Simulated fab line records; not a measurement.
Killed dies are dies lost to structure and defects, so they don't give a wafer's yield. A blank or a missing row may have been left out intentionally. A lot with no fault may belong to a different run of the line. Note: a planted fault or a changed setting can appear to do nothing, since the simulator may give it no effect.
fab line records	flow sky130
record: lots: 5	wafers: 15	last-day: 48
route steps=708 shown METAL5@671 PASSIVATION@681 PAD_OPEN@694
lots untouched by any fault: they come from a run of this same line in which no faults occurred
start-h: hours from the record's opening day to when the first of the lot's shown wafers began	wait-h: hours since the lot's step before	" as in the row above	L1.1+2: one row covering several wafers at once	- no value, or no start given	* or withheld: withheld	< > ~ a bound
route shown NAME@n: names a module that has steps shown in the file, with the first one's number in the route	usual: mean and standard deviation over wafers with no fault	same: alike in all rows	chamber/n: place in a boat	sites: each site's reading	_std_site: standard deviation of those values	_edge_site: mean of outer sites minus mean of inner sites	radius-mm: for every site, how far away it sits from the centre of the wafer	mask NAME#n: copy n	behind: tool/chamber where the wafer was last shaped	hold: what put the lot on hold/how long, in hours/how the hold closed	device: the n, p or np transistor that did not switch	end of line: the route-end tests of the same wafers	step lacking rows: just its recipe	killed: the dies lost at the first sort to structure and to defects; this is not the yield of the wafer	map: shows each die of a wafer: x if killed, . if not, _ if none is there
set.NAME: the setting as run; set.NAME@STEP: as run at that earlier step	model.NAME: the simulator's own value behind a step, which no gauge read
lots seen at some steps along the route; tables by step, rows by wafer
services: the hour from which a tool's chamber was out of use, counted from the record's first day as start-h (under 0 if before that day), plus the number of hours and why
== steps ==
step: SKY_METAL5_SOFTBAKE_10
recipe: temp-c: 90	time-s: 60	resist: NOVOLAK
step: SKY_METAL5_EXPOSE_11
recipe: mask-id: MM5	na: 0.6	source-shape: conventional	sigma-outer: 0.6	polarization: unpolarized	target-cd-nm: 1600	dose-mj: 190
step: SKY_METAL5_PEB_12
recipe: temp-c: withheld	time-s: *	resist: NOVOLAK
step: SKY_METAL5_DEVELOP_13
recipe: resist: NOVOLAK	developer: TMAH	develop-time-s: 60	dev-temp-c: 23
step: SKY_METAL5_DESCUM_14
recipe: chemistry: O2	source-power-w: 150	bias-power-w: 0	pressure-mtorr: 10	temp-c: 40	time-s: 11
usual: drypump-motor-current-A: 5.7/0.51	he-backside-leak-sccm: 3.36/0.18	oes-product-au: 1.000/0.012	rf-fwd-power-W: 147.0/0.73	temp-c: 40.00/0.11
lot.wafer	tool	chamber	start-h	wait-h	drypump-motor-current-A	he-backside-leak-sccm	oes-product-au	rf-fwd-power-W	rf-hours-counter-h	temp-c
L992.1	rie-metal-04	1	1024.27	0.1	5.0	3.28	0.990	146.7	3	39.96
L992.2	"	0	"	"	5.5	3.29	0.996	147.5	24	40.12
L992.6	"	1	"	"	5.0	3.24	0.989	146.4	-	39.94
L994.3	rie-metal-02	1	1028.84	0.1	6.2	3.22	0.994	146.6	-	39.69
L994.4	"	0	"	"	5.7	3.46	0.992	148.7	-	40.00
L994.5	"	0	"	"	5.7	3.55	0.998	148.2	-	40.26
L100.1	rie-metal-02	1	1069.92	0.1	6.2	3.56	0.993	147.1	21	40.09
L100.3	"	1	"	"	6.2	3.70	0.984	147.1	-	39.95
L100.5	"	1	"	"	6.2	3.79	0.984	147.3	-	40.02
L104.3	rie-metal-03	0	1095.72	0.1	6.3	3.29	1.016	147.1	-	39.91
L104.4	"	0	"	"	6.3	3.32	1.017	147.1	-	40.00
L104.5	"	0	"	"	6.4	3.21	1.018	147.6	-	40.02
L106.3	rie-metal-04	0	1102.59	0.1	5.5	3.37	1.007	146.9	-	39.95
L106.4	"	1	"	"	5.0	3.24	0.983	146.8	-	40.05
L106.6	"	0	"	"	5.5	3.32	1.013	146.5	-	39.98
step: SKY_METAL5_METAL_ETCH_15
recipe: target-depth-a: 12600	stop-on: SiO2	over-etch-frac: 0.2	time-s: 252	chemistry: Cl2/BCl3	resist-sidewall-deg: 86	pressure-mtorr: 10	icp-w: 900	bias-w: 48.5	Cl2_flow_sccm: 60	bcl3-flow-sccm: 30
usual: drypump-motor-current-A: 5.7/0.51	he-backside-leak-sccm: 3.37/0.26	oes-product-au: 0.893/0.0052	rf-fwd-power-W: 897/3.6	throttle-valve-pct: 22.264/0.0091
lot.wafer	tool	chamber	start-h	wait-h	drypump-motor-current-A	he-backside-leak-sccm	oes-product-au	rf-fwd-power-W	rf-hours-counter-h	throttle-valve-pct
L992.1	rie-metal-04	1	1024.30	0.0	5.0	3.07	0.889	899	3	22.269
L992.2	"	0	"	"	5.5	3.19	0.894	894	24	22.270
L992.6	"	1	"	"	5.0	3.10	0.895	898	-	22.259
L994.3	rie-metal-02	1	1028.94	0.1	6.2	3.52	0.883	894	-	22.263
L994.4	"	0	"	"	5.7	3.42	0.894	897	-	22.250
L994.5	"	0	"	"	5.7	3.47	0.899	899	-	22.254
L100.1	rie-metal-02	1	1069.95	0.0	6.2	3.63	0.894	894	21	22.250
L100.3	"	1	"	"	6.2	3.29	0.895	898	-	22.257
L100.5	"	1	"	"	6.2	3.51	0.893	897	-	22.249
L104.3	rie-metal-03	0	1095.93	0.2	6.4	3.22	0.890	898	-	22.268
L104.4	"	0	"	"	6.4	3.18	0.887	899	-	22.266
L104.5	"	0	"	"	6.4	3.18	0.889	903	-	22.272
L106.3	rie-metal-04	0	1102.69	0.1	5.5	3.18	0.887	896	-	22.282
L106.4	"	1	"	"	5.0	3.16	0.887	889	-	22.253
L106.6	"	0	"	"	5.5	3.23	0.891	902	-	22.265
step: SKY_METAL5_STRIP_16
recipe: chemistry: O2/N2	power-w: 1400	pressure-mtorr: 1500	platen-temp-c: withheld	o2-flow-sccm: 3000	n2-flow-sccm: 300	overash-fraction: 0.5
usual: drypump-motor-current-A: 5.7/0.46	oes-product-au: 0.710/0.0045	strip-time-to-endpoint-s: 13.06/0.16
lot.wafer	tool	chamber	start-h	wait-h	drypump-motor-current-A	oes-product-au	rf-hours-counter-h	strip-time-to-endpoint-s
L992.1	plasma-asher-04	1	1024.54	0.2	5.3	0.712	60	13.24
L992.2	"	0	"	"	6.1	0.703	60	13.05
L992.6	"	0	"	"	6.2	0.698	-	13.23
L994.3	plasma-asher-03	0	1029.13	0.1	5.8	0.705	-	13.09
L994.4	"	1	"	"	5.7	0.706	-	13.02
L994.5	"	0	"	"	5.8	0.713	-	13.02
L100.1	plasma-asher-03	0	1070.19	0.2	5.7	0.706	95	13.16
L100.3	"	1	"	"	5.7	0.703	-	13.19
L100.5	"	0	"	"	5.8	0.720	-	13.24
L104.3	plasma-asher-03	0	1096.27	0.3	5.8	0.702	-	12.95
L104.4	"	1	"	"	5.7	0.714	-	12.96
L104.5	"	1	"	"	5.7	0.719	-	12.86
L106.3	plasma-asher-01	0	1102.88	0.1	6.4	0.716	-	12.96
L106.4	"	1	"	"	5.0	0.711	-	13.22
L106.6	"	0	"	"	6.4	0.714	-	12.98
step: SKY_METAL5_STRIP_17
recipe: chemistry: post-etch-residue-remover	time-s: 1200	temp-c: 72.5
step: SKY_METAL5_CLEAN_18
recipe: chemistry: IPA	time-s: 180	temp-c: 25
step: SKY_METAL5_CLEAN_19
recipe: chemistry: O3/DIW	dry: n2-spin
step: SKY_PASSIVATION_CVD_00
recipe: material: SiO2	target-thk-nm: 90	temp-c: 400	time-s: withheld	rf-w: 600
usual: heater-power-w: 689/110	rf-fwd-power-W: 588.4/2.3
lot.wafer	tool	chamber	start-h	wait-h	heater-power-w	rf-fwd-power-W
L992.1	pecvd-04	2	1025.17	0.0	840	590.8
L992.2	"	0	"	"	714	588.8
L992.6	"	0	"	"	729	588.1
L994.3	pecvd-02	2	1029.81	0.0	770	589.7
L994.4	"	0	"	"	890	589.0
L994.5	"	1	"	"	720	590.0
L100.1	pecvd-02	2	1070.78	0.0	741	592.2
L100.3	"	1	"	"	679	585.8
L100.5	"	0	"	"	861	589.9
L104.3	pecvd-04	1	1097.24	0.0	539	584.1
L104.4	"	2	"	"	685	593.9
L104.5	"	1	"	"	547	584.9
L106.3	pecvd-02	1	1103.45	0.0	702	586.5
L106.4	"	2	"	"	684	592.2
L106.6	"	0	"	"	825	588.2
step: SKY_PASSIVATION_THK_MEAS_01
recipe: reads: SiO2_of_PASSIVATION_CVD_00
usual: PASSIVATION_CVD_00_THK: 90.5/1.2
lot.wafer	tool	chamber	start-h	wait-h	PASSIVATION_CVD_00_THK[nm]
L992.1	film-metro-02	-	1025.20	-	91.2
L992.2	"	-	"	"	90.6
L992.6	"	-	"	"	92.5
L994.3	film-metro-02	-	1029.86	-	89.7
L994.4	"	-	"	"	90.4
L994.5	"	-	"	"	91.3
L100.1	film-metro-02	-	1070.80	-	90.1
L100.3	"	-	"	"	90.9
L100.5	"	-	"	"	91.9
L104.3	film-metro-02	-	1097.28	-	90.0
L104.4	"	-	"	"	91.9
L104.5	"	-	"	"	91.2
L106.3	film-metro-02	-	1103.49	-	88.8
L106.4	"	-	"	"	90.9
L106.6	"	-	"	"	89.3
step: SKY_PASSIVATION_CVD_02
recipe: material: Si3N4	target-thk-nm: 540	temp-c: 400	time-s: withheld	rf-w: 450
usual: heater-power-w: 705/120	rf-fwd-power-W: 449.3/1.4
lot.wafer	tool	chamber	start-h	wait-h	heater-power-w	rf-fwd-power-W	model.Si3N4_of_PASSIVATION_CVD_02.thk-nm
L992.1	pecvd-02	2	1025.26	0.1	804	448.0	538.6
L992.2	"	1	"	"	672	447.5	530.4
L992.6	"	2	"	"	831	450.1	543.6
L994.3	pecvd-04	0	1029.90	0.0	841	449.6	538.8
L994.4	"	2	"	"	896	447.9	546.7
L994.5	"	1	"	"	600	449.1	550.6
L100.1	pecvd-04	0	1070.86	0.1	710	451.9	290.5
L100.3	"	2	"	"	873	447.1	547.2
L100.5	"	1	"	"	505	448.6	556.8
L104.3	pecvd-01	0	1097.32	0.0	635	448.6	536
L104.4	"	0	"	"	516	447.6	544.1
L104.5	"	2	"	"	711	446.9	545.1
L106.3	pecvd-01	2	1103.53	0.0	558	449.7	531.8
L106.4	"	0	"	"	504	448.8	548.2
L106.6	"	1	"	"	611	449.9	539.5
step: SKY_PASSIVATION_THK_MEAS_03
recipe: reads: Si3N4_of_PASSIVATION_CVD_02
usual: PASSIVATION_CVD_02_THK: 544/7
lot.wafer	tool	chamber	start-h	wait-h	PASSIVATION_CVD_02_THK[nm]
L992.1	film-metro-03	-	1025.49	-	538
L992.2	"	-	"	"	530
L992.6	"	-	"	"	544
L994.3	film-metro-04	-	1030.14	-	539
L994.4	"	-	"	"	547
L994.5	"	-	"	"	551
L100.1	film-metro-03	-	1071.09	-	290
L100.3	"	-	"	"	547
L100.5	"	-	"	"	557
L104.3	film-metro-03	-	1097.56	-	536
L104.4	"	-	"	"	544
L104.5	"	-	"	"	545
L106.3	film-metro-03	-	1103.77	-	532
L106.4	"	-	"	"	548
L106.6	"	-	"	"	540
step: SKY_PASSIVATION_DEHYDRATE_04
recipe: temp-c: 200	time-s: 60
step: SKY_PASSIVATION_HMDS_05
recipe: prime-time-s: 60	prime-temp-c: 120
step: SKY_PASSIVATION_COAT_06
recipe: spin-rpm: 2000	resist-thk-nm: 3000
step: SKY_PASSIVATION_SOFTBAKE_07
recipe: temp-c: 110	time-s: withheld
step: SKY_PASSIVATION_EXPOSE_08
recipe: mask-id: NSM	target-cd-nm: 3000	na: 0.57	dose-mj: 260
step: SKY_PASSIVATION_PEB_09
recipe: temp-c: 115	time-s: withheld
step: SKY_PASSIVATION_DEVELOP_10
recipe: develop-time-s: 60	dev-temp-c: 23
step: SKY_PASSIVATION_ETCH_11
recipe: chemistry: CF4/O2	target-depth-nm: 725	stop-on: AlCu	source-w: 800	bias-w: 150	pressure-mtorr: 150	cf4-flow-sccm: 80	O2_flow_sccm: 10	time-s: 161.1
usual: O2_flow_sccm: 9.999/0.028	drypump-motor-current-A: 5.8/0.36	oes-product-au: 0.981/0.0066	rf-fwd-power-W: 797.1/2.5	throttle-valve-pct: 5.964/0.0086
lot.wafer	tool	chamber	start-h	wait-h	O2_flow_sccm	drypump-motor-current-A	oes-product-au	rf-fwd-power-W	rf-hours-counter-h	throttle-valve-pct	model.etch.depth-nm	model.PASSIVATION.feature-depth-nm
L992.1	rie-diel-03	0	1047.38	-	9.950	5.8	0.981	795.4	29	5.955	704.7	704.7
L992.2	"	3	"	"	10.013	6.3	0.976	791.8	22	5.961	695	695
L992.6	"	2	"	"	10.012	5.5	0.977	801.0	-	5.955	711.3	711.3
L994.3	rie-diel-03	0	1052.20	-	9.999	5.9	0.978	797.0	29	5.973	702.3	702.3
L994.4	"	3	"	"	10.052	6.2	0.980	794.4	22	5.965	710.7	710.7
L994.5	"	1	"	"	9.959	5.3	0.991	792.8	-	5.945	715.8	715.8
L100.1	rie-diel-04	2	1091.05	-	10.008	6.4	0.759	798.9	7	5.913	454.5	454.5
L100.3	"	1	"	"	10.029	5.8	0.981	798.1	8	5.962	713.4	713.4
L100.5	"	2	"	"	10.056	6.4	0.988	798.7	-	5.952	720.4	720.4
L104.3	rie-diel-04	3	1117.08	-	10.061	5.4	0.967	793.4	14	5.977	701.1	701.1
L104.4	"	2	"	"	10.005	6.4	0.994	794.2	8	5.970	710.6	710.6
L104.5	"	0	"	"	9.991	5.9	0.983	796.4	-	5.951	711.8	711.8
L106.3	rie-diel-03	1	1122.82	-	9.954	5.3	0.971	799.2	32	5.956	697.1	697.1
L106.4	"	0	"	"	10.019	5.8	0.993	798.2	1	5.946	714.6	714.6
L106.6	"	0	"	"	9.954	5.9	0.976	798.3	-	5.970	705.3	705.3
step: SKY_PASSIVATION_STRIP_12
recipe: chemistry: O2/N2	power-w: 1400	pressure-mtorr: 1500	platen-temp-c: withheld	overash-fraction: 0.7	o2-flow-sccm: 3000	n2-flow-sccm: 300
usual: drypump-motor-current-A: 5.7/0.39	oes-product-au: 0.660/0.005	strip-time-to-endpoint-s: 31.48/0.11
lot.wafer	tool	chamber	start-h	wait-h	drypump-motor-current-A	oes-product-au	rf-hours-counter-h	strip-time-to-endpoint-s
L992.1	plasma-asher-03	1	1047.49	0.1	5.7	0.665	92	31.52
L992.2	"	0	"	"	5.8	0.668	92	31.59
L992.6	"	0	"	"	5.8	0.658	-	31.43
L994.3	plasma-asher-02	1	1052.34	0.1	5.4	0.661	-	31.45
L994.4	"	0	"	"	6.1	0.666	-	31.49
L994.5	"	0	"	"	6.1	0.655	-	31.53
L100.1	plasma-asher-03	0	1091.16	0.1	5.7	0.660	98	31.64
L100.3	"	1	"	"	5.7	0.668	-	31.52
L100.5	"	0	"	"	5.7	0.664	-	31.58
L104.3	plasma-asher-01	0	1117.22	0.1	6.4	0.664	-	31.53
L104.4	"	1	"	"	5.0	0.663	-	31.58
L104.5	"	0	"	"	6.4	0.664	-	31.64
L106.3	plasma-asher-02	1	1122.96	0.1	5.5	0.663	-	31.33
L106.4	"	0	"	"	6.1	0.662	-	31.27
L106.6	"	0	"	"	6.1	0.664	-	31.20
step: SKY_PAD_OPEN_DEHYDRATE_00
recipe: temp-c: 200	time-s: 60
step: SKY_PAD_OPEN_HMDS_01
recipe: prime-time-s: 60	prime-temp-c: 120
step: SKY_PAD_OPEN_COAT_02
recipe: spin-rpm: 2000	resist-thk-nm: 3000
step: SKY_PAD_OPEN_SOFTBAKE_03
recipe: temp-c: 110	time-s: withheld
step: SKY_PAD_OPEN_EXPOSE_04
recipe: mask-id: PDM	target-cd-nm: 60000	na: 0.57	dose-mj: 260
step: SKY_PAD_OPEN_PEB_05
recipe: temp-c: 115	time-s: withheld
step: SKY_PAD_OPEN_DEVELOP_06
recipe: develop-time-s: 60	dev-temp-c: 23
step: SKY_PAD_OPEN_ETCH_07
recipe: chemistry: CF4/O2	target-depth-nm: 725	stop-on: AlCu	source-w: 800	bias-w: 150	pressure-mtorr: 150	cf4-flow-sccm: 80	O2_flow_sccm: 10	time-s: 161.1
usual: O2_flow_sccm: 10.00/0.031	drypump-motor-current-A: 5.8/0.36	oes-product-au: 0.981/0.0076	rf-fwd-power-W: 796.9/2.6	throttle-valve-pct: 5.966/0.01
lot.wafer	tool	chamber	start-h	wait-h	O2_flow_sccm	drypump-motor-current-A	oes-product-au	rf-fwd-power-W	rf-hours-counter-h	throttle-valve-pct	model.etch.depth-nm	model.PAD_OPEN.feature-depth-nm
L992.1	rie-diel-03	2	1069.62	-	10.00	5.5	0.977	798.0	16	5.962	704.7	704.7
L992.2	"	0	"	"	9.94	5.8	0.973	799.3	30	5.955	695	695
L992.6	"	2	"	"	9.96	5.5	0.988	795.4	-	5.974	711.3	711.3
L994.3	rie-diel-02	3	1073.67	-	10.04	6.0	0.981	795.6	18	5.954	702.3	702.3
L994.4	"	1	"	"	9.96	5.5	0.976	796.8	10	5.968	710.7	710.7
L994.5	"	3	"	"	10.06	6.0	0.985	798.4	-	5.956	715.8	715.8
L100.1	rie-diel-01	2	1110.67	-	9.98	5.9	0.763	794.0	24	5.908	454.5	454.5
L100.3	"	1	"	"	10.06	6.0	0.985	797.1	13	5.979	713.4	713.4
L100.5	"	2	"	"	9.98	6.0	0.984	795.8	-	5.964	713.4	713.4
L104.3	rie-diel-02	1	1135.83	-	10.01	5.5	0.972	797.0	13	5.980	701.1	701.1
L104.4	"	0	"	"	10.05	5.3	0.983	802.1	25	5.990	710.6	710.6
L104.5	"	3	"	"	10.02	6.0	0.978	797.2	-	5.970	711.8	711.8
L106.3	rie-diel-03	3	1141.28	-	10.03	6.3	0.966	795.7	25	5.977	697.1	697.1
L106.4	"	2	"	"	9.97	5.5	0.982	792.9	-	5.974	714.6	714.6
L106.6	"	1	"	"	10.01	5.3	0.979	795.0	-	5.980	705.3	705.3
step: SKY_PAD_OPEN_STRIP_08
recipe: chemistry: O2/N2	power-w: 1400	pressure-mtorr: 1500	platen-temp-c: withheld	overash-fraction: 0.7	o2-flow-sccm: 3000	n2-flow-sccm: 300
step: SKY_PAD_OPEN_STRIP_09
recipe: chemistry: post-etch-residue-remover	time-s: 1200	temp-c: 72.5
usual: temp-c: 72.48/0.1
lot.wafer	tool	chamber	start-h	wait-h	temp-c	model.Si3N4_of_PASSIVATION_CVD_02.thk-nm
L992.1	wet-bench-02	1	1069.82	0.1	72.34	538.2
L992.2	"	1	"	"	72.67	530
L992.6	"	1	"	"	72.68	543.3
L994.3	wet-bench-03	3	1073.88	0.0	72.47	538.4
L994.4	"	3	"	"	72.46	546.3
L994.5	"	3	"	"	72.56	550.2
L100.1	wet-bench-02	0	1110.87	0.1	72.49	290.1
L100.3	"	0	"	"	72.54	546.8
L100.5	"	0	"	"	72.52	556.5
L104.3	wet-bench-02	2	1136.04	0.0	72.40	535.6
L104.4	"	2	"	"	72.57	543.7
L104.5	"	2	"	"	72.36	544.7
L106.3	wet-bench-03	2	1141.49	0.0	72.31	531.5
L106.4	"	2	"	"	72.28	547.9
L106.6	"	2	"	"	72.42	539.2
step: SKY_PAD_OPEN_CLEAN_10
recipe: chemistry: IPA	time-s: 180	temp-c: 25
step: SKY_PAD_OPEN_PROBE_99
usual: defect-limited-yield: 82.5/1.9	killed_at_M0_to_M3: 42/7.4	killed_at_M4_up: 3.4/1.8	killed-at-contacts: 25/5.4	killed-at-front-end: 15/4.4	killed-at-other: 0.2/0.52	killed-dies: 86/9.3	killed-on-rim: 17/3.9	killed-open: 47/7.6	killed-short: 39/6.5	sort_bin_3_pad_short: 0.9/0.46	sort_bin_5_function: 10.3/1.5	sort_bin_6_memory: 6.3/1.2	sort-n-pass: 406/9.3	sort-yield-pct: 82.5/1.9
same: gross-dies: 492	killed-at-back-side: 0	sort_bin_4_leakage[%]: 0	sort_bin_8_speed[%]: 0
lot.wafer	tool	chamber	start-h	wait-h	defect-limited-yield[%]	killed_at_M0_to_M3	killed_at_M4_up	killed-at-contacts	killed-at-front-end	killed-at-other	killed-dies	killed-on-rim	killed-open	killed-short	sort_bin_3_pad_short[%]	sort_bin_5_function[%]	sort_bin_6_memory[%]	sort-n-pass	sort-yield-pct[%]
L992.1	prober-02	-	1071.98	0.1	82.5	40	4	25	14	3	86	17	50	36	0.2	11.4	5.9	406	82.5
L992.2	prober-02	-	1072.03	0.1	83.7	44	5	23	8	0	80	14	46	34	0.6	11.0	4.7	412	83.7
L992.6	prober-02	-	1072.23	0.2	82.3	47	5	20	15	0	87	23	53	34	0.6	11.0	6.1	405	82.3
L994.3	prober-02	-	1076.26	0.2	81.7	42	3	31	14	0	90	16	44	46	1.4	10.8	6.1	402	81.7
L994.4	prober-02	-	1076.31	0.2	84.8	36	3	27	8	1	75	16	39	36	0.6	8.7	5.9	417	84.8
L994.5	prober-02	-	1076.36	0.2	83.3	39	1	25	16	1	82	11	44	38	0.8	9.1	6.7	410	83.3
L100.1	prober-02	-	1113.62	0.1	85.6	39	4	20	8	0	71	10	35	36	0.8	8.3	5.3	421	85.6
L100.3	prober-02	-	1113.72	0.2	83.7	43	2	15	20	0	80	9	46	34	1.2	8.7	6.3	412	83.7
L100.5	prober-02	-	1113.82	0.2	82.1	39	3	30	16	0	88	15	49	39	1.0	10.0	6.9	404	82.1
L104.3	prober-02	-	1138.31	0.2	79.5	61	5	19	16	0	101	12	61	40	1.0	11.2	8.3	391	79.5
L104.4	prober-02	-	1138.36	0.2	81.3	38	10	24	20	0	92	13	59	33	1.4	10.0	7.3	400	81.3
L104.5	prober-02	-	1138.41	0.2	78.5	60	5	24	17	0	106	22	59	47	1.0	12.6	7.9	386	78.5
L106.3	prober-02	-	1143.70	0.2	83.7	29	5	29	17	0	80	17	39	41	0.8	10.4	5.1	412	83.7
L106.4	prober-02	-	1143.75	0.2	83.1	40	3	19	21	0	83	18	40	43	1.0	11.4	4.5	409	83.1
L106.6	prober-02	-	1143.85	0.2	83.9	37	2	25	14	1	79	13	38	41	0.4	9.1	6.5	413	83.9
killed by level:class
L992.1 VIA1:geometric-particle:open=10 METAL2:geometric-particle:short=10 LI_CONTACT:geometric-particle:open=9 CONTACT:geometric-particle:open=9 FIELD_ISO:geometric-particle:open=6 METAL1:geometric-particle:short=6 VIA3:geometric-particle:open=5 CONTACT:geometric-particle:short=4
L992.2 METAL1:geometric-particle:short=10 VIA3:geometric-particle:open=8 VIA1:geometric-particle:open=7 LI_CONTACT:geometric-particle:open=6 CONTACT:geometric-particle:open=6 LOCAL_INTERCONNECT:geometric-particle:short=5 VIA2:geometric-particle:open=5 POLY_GATE:geometric-particle:open=4
L992.6 CONTACT:geometric-particle:open=10 VIA1:geometric-particle:open=10 METAL2:geometric-particle:short=7 VIA2:geometric-particle:open=7 VIA3:geometric-particle:open=7 FIELD_ISO:geometric-particle:short=4 LI_CONTACT:geometric-particle:open=4 CONTACT:geometric-particle:short=4
L994.3 CONTACT:geometric-particle:open=12 METAL1:geometric-particle:short=9 LI_CONTACT:geometric-particle:open=9 FIELD_ISO:geometric-particle:short=7 VIA1:geometric-particle:short=6 VIA1:geometric-particle:open=6 VIA2:geometric-particle:open=6 METAL2:geometric-particle:short=5
L994.4 VIA1:geometric-particle:open=12 CONTACT:geometric-particle:open=10 CONTACT:geometric-particle:short=10 METAL2:geometric-particle:short=4 VIA2:geometric-particle:open=4 VIA3:geometric-particle:open=4 POLY_GATE:geometric-particle:short=3 LI_CONTACT:geometric-particle:open=3
L994.5 CONTACT:geometric-particle:open=12 VIA1:geometric-particle:open=8 VIA3:geometric-particle:open=6 VIA2:geometric-particle:open=5 FIELD_ISO:geometric-particle:open=4 CONTACT:geometric-particle:short=4 LOCAL_INTERCONNECT:geometric-particle:short=4 POLY_GATE:geometric-particle:short=4
L100.1 VIA3:geometric-particle:open=7 LI_CONTACT:geometric-particle:open=6 VIA1:geometric-particle:open=6 CONTACT:geometric-particle:open=5 METAL2:geometric-particle:short=4 CONTACT:geometric-particle:short=4 VIA2:geometric-particle:short=4 VIA3:geometric-particle:short=4
L100.3 VIA1:geometric-particle:open=11 VIA2:geometric-particle:open=9 FIELD_ISO:geometric-particle:short=8 FIELD_ISO:geometric-particle:open=6 CONTACT:geometric-particle:open=6 LI_CONTACT:geometric-particle:open=5 VIA1:geometric-particle:short=5 VIA3:geometric-particle:open=5
L100.5 LI_CONTACT:geometric-particle:open=10 VIA2:geometric-particle:open=9 VIA1:geometric-particle:short=8 VIA3:geometric-particle:open=6 CONTACT:geometric-particle:open=6 LOCAL_INTERCONNECT:geometric-particle:short=5 VIA1:geometric-particle:open=5 POLY_GATE:geometric-particle:open=4
L104.3 VIA1:geometric-particle:open=16 VIA3:geometric-particle:open=11 VIA2:geometric-particle:open=10 VIA1:geometric-particle:short=6 METAL2:geometric-particle:short=6 LI_CONTACT:geometric-particle:open=5 METAL4:geometric-particle:short=5 POLY_GATE:geometric-particle:open=4
L104.4 CONTACT:geometric-particle:open=11 VIA2:geometric-particle:open=11 VIA1:geometric-particle:open=8 POLY_GATE:geometric-particle:open=7 METAL1:geometric-particle:short=7 LI_CONTACT:geometric-particle:open=6 METAL4:geometric-particle:short=6 VIA3:geometric-particle:open=4
L104.5 VIA2:geometric-particle:open=14 CONTACT:geometric-particle:open=10 LI_CONTACT:geometric-particle:open=9 VIA1:geometric-particle:open=9 VIA3:geometric-particle:open=9 VIA1:geometric-particle:short=7 METAL1:geometric-particle:short=6 FIELD_ISO:geometric-particle:short=5
L106.3 CONTACT:geometric-particle:open=13 VIA2:geometric-particle:open=8 FIELD_ISO:geometric-particle:short=6 POLY_GATE:geometric-particle:short=5 LI_CONTACT:geometric-particle:open=5 CONTACT:geometric-particle:short=5 METAL4:geometric-particle:short=5 VIA3:geometric-particle:short=4
L106.4 CONTACT:geometric-particle:open=10 VIA1:geometric-particle:open=8 VIA3:geometric-particle:open=8 POLY_GATE:geometric-particle:short=7 FIELD_ISO:geometric-particle:short=5 CONTACT:geometric-particle:short=5 VIA2:geometric-particle:open=5 FIELD_ISO:geometric-particle:open=4
L106.6 VIA1:geometric-particle:open=10 LI_CONTACT:geometric-particle:open=8 CONTACT:geometric-particle:open=7 CONTACT:geometric-particle:short=7 VIA3:geometric-particle:short=7 METAL2:geometric-particle:short=6 POLY_GATE:geometric-particle:open=4 POLY_GATE:geometric-particle:short=3
== services ==
tool	chamber	start-h	hours	kind
rie-diel-04	-	1003.66	9.8	repair
pecvd-04	2	1004.11	8.9	repair
rie-diel-02	3	1005.23	8.1	repair
rie-diel-02	0	1007.88	15.0	repair
pecvd-01	-	1018.94	2.0	repair
rie-diel-02	-	1025.26	15.6	pm
rie-metal-04	1	1025.74	13.0	repair
rie-diel-04	2	1030.12	45.6	repair
rie-diel-02	0	1041.17	2.9	repair
pecvd-01	-	1044.62	2.8	pm
plasma-asher-02	-	1055.25	9.0	pm
pecvd-04	-	1057.41	2.8	pm
pecvd-02	-	1066.85	1.8	repair
rie-diel-03	3	1068.31	9.5	repair
rie-diel-04	-	1078.52	2.8	pm
plasma-asher-01	-	1084.41	1.9	repair
rie-diel-04	1	1093.12	6.5	repair
plasma-asher-03	-	1098.16	1.7	repair
rie-metal-04	0	1108.49	13.5	repair
rie-diel-02	3	1117.45	6.9	repair
rie-metal-02	0	1118.86	47.7	repair
rie-metal-02	1	1128.55	37.4	repair
rie-diel-03	1	1136.41	2.7	repair
rie-diel-03	0	1140.36	6.0	repair
== key ==
first-sign: step: SKY_PASSIVATION_THK_MEAS_03	reading: PASSIVATION_CVD_02_THK	direction: down	sigmas: 36	usual: 544	struck: 290
effect: step: SKY_PASSIVATION_ETCH_11	reading: oes-product-au	direction: down	sigmas: 34	usual: 0.981	struck: 0.759
effect: step: SKY_PAD_OPEN_ETCH_07	reading: oes-product-au	direction: down	sigmas: 29	usual: 0.981	struck: 0.763
model-effect: step: SKY_PASSIVATION_CVD_02	value: Si3N4_of_PASSIVATION_CVD_02.thk-nm	without: 543.9	struck: 290.5
model-effect: step: SKY_PASSIVATION_ETCH_11	value: etch.depth-nm	without: 707.9	struck: 454.5
model-effect: step: SKY_PAD_OPEN_ETCH_07	value: etch.depth-nm	without: 707.9	struck: 454.5
model-effect: step: SKY_PAD_OPEN_STRIP_09	value: Si3N4_of_PASSIVATION_CVD_02.thk-nm	without: 543.5	struck: 290.1
met-at SKY_PASSIVATION_CVD_02
struck-wafers L100.1
onset-between 1029.90 1070.86
fault: kind: process-parameter-drift	tool: pecvd-04	chamber: -	onset-h: 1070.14	steps: SKY_PASSIVATION_CVD_02	channel: target-thk-nm	offset: -255.34	shape: step	end-h: 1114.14	scope: struck-wafers-only	acts-in: these-recipes-only	stated: 540
